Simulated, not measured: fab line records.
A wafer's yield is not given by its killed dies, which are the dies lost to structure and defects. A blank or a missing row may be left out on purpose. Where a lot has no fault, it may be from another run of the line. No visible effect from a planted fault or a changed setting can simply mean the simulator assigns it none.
The tool behind it: which one? / flow gf180mcu / 36 wafers from 12 lots sampled at 5 of the route's 602 steps

WHAT EACH GAUGE READ, for each wafer
GF_V2_THK_MEAS_01.
lot=L107; measured=day 19 05:40; on=film metro-04; V2_CVD_00_THK (nm)=603 610 605
lot=L108; measured=day 19 22:51; on=film metro-04; V2_CVD_00_THK (nm)=593 591 604
lot=L110; measured=day 20 15:52; on=film metro-01; V2_CVD_00_THK (nm)=607 600 596
lot=L113; measured=day 21 22:04; on=film metro-01; V2_CVD_00_THK (nm)=593 596 598
lot=L120; measured=day 24 00:01; on=film metro-04; V2_CVD_00_THK (nm)=598 587 593
lot=L121; measured=day 24 11:25; on=film metro-01; V2_CVD_00_THK (nm)=603 594 600
lot=L124; measured=day 25 09:16; on=film metro-03; V2_CVD_00_THK (nm)=595 599 599
lot=L125; measured=day 25 11:12; on=film metro-01; V2_CVD_00_THK (nm)=603 599 602
lot=L126; measured=day 25 18:15; on=film metro-04; V2_CVD_00_THK (nm)=604 597 603
lot=L128; measured=day 26 11:20; on=film metro-03; V2_CVD_00_THK (nm)=582 592 601
lot=L129; measured=day 26 18:01; on=film metro-04; V2_CVD_00_THK (nm)=601 593 597
lot=L130; measured=day 27 03:52; on=film metro-03; V2_CVD_00_THK (nm)=611 602 608

GF_V3_THK_MEAS_01.
lot=L107; measured=day 21 09:23; on=film metro-03; V3_CVD_00_THK (nm)=605 607 595
lot=L108; measured=day 22 01:13; on=film metro-03; V3_CVD_00_THK (nm)=596 610 602
lot=L110; measured=day 22 17:58; on=film metro-02; V3_CVD_00_THK (nm)=593 592 604
lot=L113; measured=day 23 22:25; on=film metro-04; V3_CVD_00_THK (nm)=611 304 303
lot=L120; measured=day 25 22:18; on=film metro-03; V3_CVD_00_THK (nm)=599 592 604
lot=L121; measured=day 26 09:52; on=film metro-02; V3_CVD_00_THK (nm)=599 597 606
lot=L124; measured=day 27 05:44; on=film metro-02; V3_CVD_00_THK (nm)=617 608 598
lot=L125; measured=day 27 07:52; on=film metro-04; V3_CVD_00_THK (nm)=601 609 605
lot=L126; measured=day 27 14:17; on=film metro-04; V3_CVD_00_THK (nm)=602 600 590
lot=L128; measured=day 28 06:49; on=film metro-03; V3_CVD_00_THK (nm)=587 601 609
lot=L129; measured=day 28 12:34; on=film metro-03; V3_CVD_00_THK (nm)=613 610 601
lot=L130; measured=day 28 21:29; on=film metro-02; V3_CVD_00_THK (nm)=600 590 597

GF_V3_OVL_MEAS_15.
lot=L107; measured=day 22 09:29; on=overlay-01; V3_OVL (nm)=-9 -8 -5
lot=L108; measured=day 23 00:17; on=overlay-02; V3_OVL (nm)=2 1 -6
lot=L110; measured=day 23 17:24; on=overlay-01; V3_OVL (nm)=-11 -3 -16
lot=L113; measured=day 24 20:29; on=overlay-02; V3_OVL (nm)=1 -5 -6
lot=L120; measured=day 26 19:58; on=overlay-01; V3_OVL (nm)=0 3 5
lot=L121; measured=day 27 06:26; on=overlay-01; V3_OVL (nm)=-3 -8 -4
lot=L124; measured=day 28 02:22; on=overlay-01; V3_OVL (nm)=1 -2 5
lot=L125; measured=day 28 04:18; on=overlay-02; V3_OVL (nm)=-7 -10 0
lot=L126; measured=day 28 10:50; on=overlay-02; V3_OVL (nm)=-6 -1 -5
lot=L128; measured=day 29 03:30; on=overlay-01; V3_OVL (nm)=6 0 3
lot=L129; measured=day 29 08:38; on=overlay-01; V3_OVL (nm)=-5 -3 -2
lot=L130; measured=day 29 17:18; on=overlay-02; V3_OVL (nm)=-11 -10 -5

WHAT TOOL EACH LOT RAN ON (gives the tool, then ch and the chambers of the sampled wafers, and finally the start)
lot=L107; GF_V2_CMP_26=cmp-02 ch 1,3, day 20 07:43; GF_V3_CVD_00=hdpcvd-01 ch 0,1,2, day 21 09:18
lot=L108; GF_V2_CMP_26=cmp-02 ch 2,3, day 21 00:35; GF_V3_CVD_00=hdpcvd-02 ch 0,1,2, day 22 01:08
lot=L110; GF_V2_CMP_26=cmp-01 ch 1,2,3, day 21 17:15; GF_V3_CVD_00=hdpcvd-02 ch 0,1,2, day 22 17:53
lot=L113; GF_V2_CMP_26=cmp-02 ch 0,1,2, day 22 22:13; GF_V3_CVD_00=hdpcvd-01 ch 0,1, day 23 22:21
lot=L120; GF_V2_CMP_26=cmp-02 ch 1,3, day 24 23:24; GF_V3_CVD_00=hdpcvd-02 ch 0,2, day 25 22:13
lot=L121; GF_V2_CMP_26=cmp-02 ch 0,1,3, day 25 11:02; GF_V3_CVD_00=hdpcvd-02 ch 0,1,2, day 26 09:46
lot=L124; GF_V2_CMP_26=cmp-01 ch 1,2,3, day 26 07:24; GF_V3_CVD_00=hdpcvd-02 ch 0,1,2, day 27 05:40
lot=L125; GF_V2_CMP_26=cmp-01 ch 0,1,2, day 26 10:23; GF_V3_CVD_00=hdpcvd-02 ch 0,1,2, day 27 07:47
lot=L126; GF_V2_CMP_26=cmp-02 ch 1,2, day 26 17:08; GF_V3_CVD_00=hdpcvd-01 ch 0,1,2, day 27 14:13
lot=L128; GF_V2_CMP_26=cmp-01 ch 1,2,3, day 27 10:26; GF_V3_CVD_00=hdpcvd-01 ch 0,1,2, day 28 06:44
lot=L129; GF_V2_CMP_26=cmp-01 ch 1,2, day 27 16:04; GF_V3_CVD_00=hdpcvd-02 ch 0,1,2, day 28 12:29
lot=L130; GF_V2_CMP_26=cmp-02 ch 0,1,3, day 28 00:45; GF_V3_CVD_00=hdpcvd-02 ch 0,1,2, day 28 21:25
- GF_V2_CMP_26: polishes, stops on SiO2, t overpolish 15 s, target thk 0 nm.
- GF_V3_CVD_00: deposits SiO2, target thk 600 nm, time 100 s.

AS READ BY THE TOOLS THEMSELVES (means over the sampled wafers that have a number; for cases with no such wafer, the mark the record gives instead)
GF_V2_CMP_26.
lot=L107; tool=cmp-02; motor current A (A)=12.0; overpolish run s (s)=15.003; slurry flow ml min=150.2; time to endpoint s (s)=89
lot=L108; tool=cmp-02; motor current A (A)=12.3; overpolish run s (s)=14.998; slurry flow ml min=150.0; time to endpoint s (s)=87
lot=L110; tool=cmp-01; motor current A (A)=10.9; overpolish run s (s)=15.004; slurry flow ml min=149.7; time to endpoint s (s)=84
lot=L113; tool=cmp-02; motor current A (A)=11.9; overpolish run s (s)=15.002; slurry flow ml min=150.2; time to endpoint s (s)=86
lot=L120; tool=cmp-02; motor current A (A)=11.9; overpolish run s (s)=14.992; slurry flow ml min=150.2; time to endpoint s (s)=88
lot=L121; tool=cmp-02; motor current A (A)=11.7; overpolish run s (s)=15.000; slurry flow ml min=150.0; time to endpoint s (s)=81
lot=L124; tool=cmp-01; motor current A (A)=11.1; overpolish run s (s)=14.998; slurry flow ml min=150.1; time to endpoint s (s)=81
lot=L125; tool=cmp-01; motor current A (A)=11.1; overpolish run s (s)=15.000; slurry flow ml min=150.3; time to endpoint s (s)=83
lot=L126; tool=cmp-02; motor current A (A)=12.2; overpolish run s (s)=14.995; slurry flow ml min=149.8; time to endpoint s (s)=91
lot=L128; tool=cmp-01; motor current A (A)=11.2; overpolish run s (s)=15.008; slurry flow ml min=149.9; time to endpoint s (s)=83
lot=L129; tool=cmp-01; motor current A (A)=11.3; overpolish run s (s)=15.006; slurry flow ml min=150.1; time to endpoint s (s)=86
lot=L130; tool=cmp-02; motor current A (A)=11.8; overpolish run s (s)=15.001; slurry flow ml min=150.1; time to endpoint s (s)=87

GF_V3_CVD_00.
lot=L107; tool=hdpcvd-01; sih4 flow sccm (sccm)=59.90
lot=L108; tool=hdpcvd-02; sih4 flow sccm (sccm)=60.11
lot=L110; tool=hdpcvd-02; sih4 flow sccm (sccm)=59.95
lot=L113; tool=hdpcvd-01; sih4 flow sccm (sccm)=40.27
lot=L120; tool=hdpcvd-02; sih4 flow sccm (sccm)=60.15
lot=L121; tool=hdpcvd-02; sih4 flow sccm (sccm)=60.10
lot=L124; tool=hdpcvd-02; sih4 flow sccm (sccm)=60.13
lot=L125; tool=hdpcvd-02; sih4 flow sccm (sccm)=59.96
lot=L126; tool=hdpcvd-01; sih4 flow sccm (sccm)=60.05
lot=L128; tool=hdpcvd-01; sih4 flow sccm (sccm)=60.01
lot=L129; tool=hdpcvd-02; sih4 flow sccm (sccm)=59.94
lot=L130; tool=hdpcvd-02; sih4 flow sccm (sccm)=60.17

THE ANSWER, worked out from the rows above alone
Rule: the lots themselves supply what counts as usual. The widest of any qualifying gaps counts: lots, ordered by their means at a reading, are off when they make up no more than a third of the lots, leave a main group of 4 or more, and stand apart from it by 3 or more times the standard deviation of that group's means. The tables above print the reading to a certain number of digits; a main group whose means all agree to those digits is not used. A lot without any number at a reading at which 4 lots or more have one is off too. Where the step has rows for the other lots, those lots are counted as sound. First the gauges in route order, then the tools' own readings, where a lot's mean is used as printed above. The first step at which some lot is off is used, and at that step the reading that is off furthest; a lot without a number counts as furthest.
Off: at GF_V3_THK_MEAS_01 (V3_CVD_00_THK), L113. The main group: mean 601 nm, standard deviation 4.1.
A tool fits if, at a process step before that reading, it ran every lot that is off, and no sound lot after the first of them. The gauges at GF_V3_THK_MEAS_01 aren't tried: what is off there is off at GF_V3_CVD_00 too, on other tools, and a gauge's error can't cause that. Of those tried, none fits.

WHAT THE SIMULATOR HAD INSERTED
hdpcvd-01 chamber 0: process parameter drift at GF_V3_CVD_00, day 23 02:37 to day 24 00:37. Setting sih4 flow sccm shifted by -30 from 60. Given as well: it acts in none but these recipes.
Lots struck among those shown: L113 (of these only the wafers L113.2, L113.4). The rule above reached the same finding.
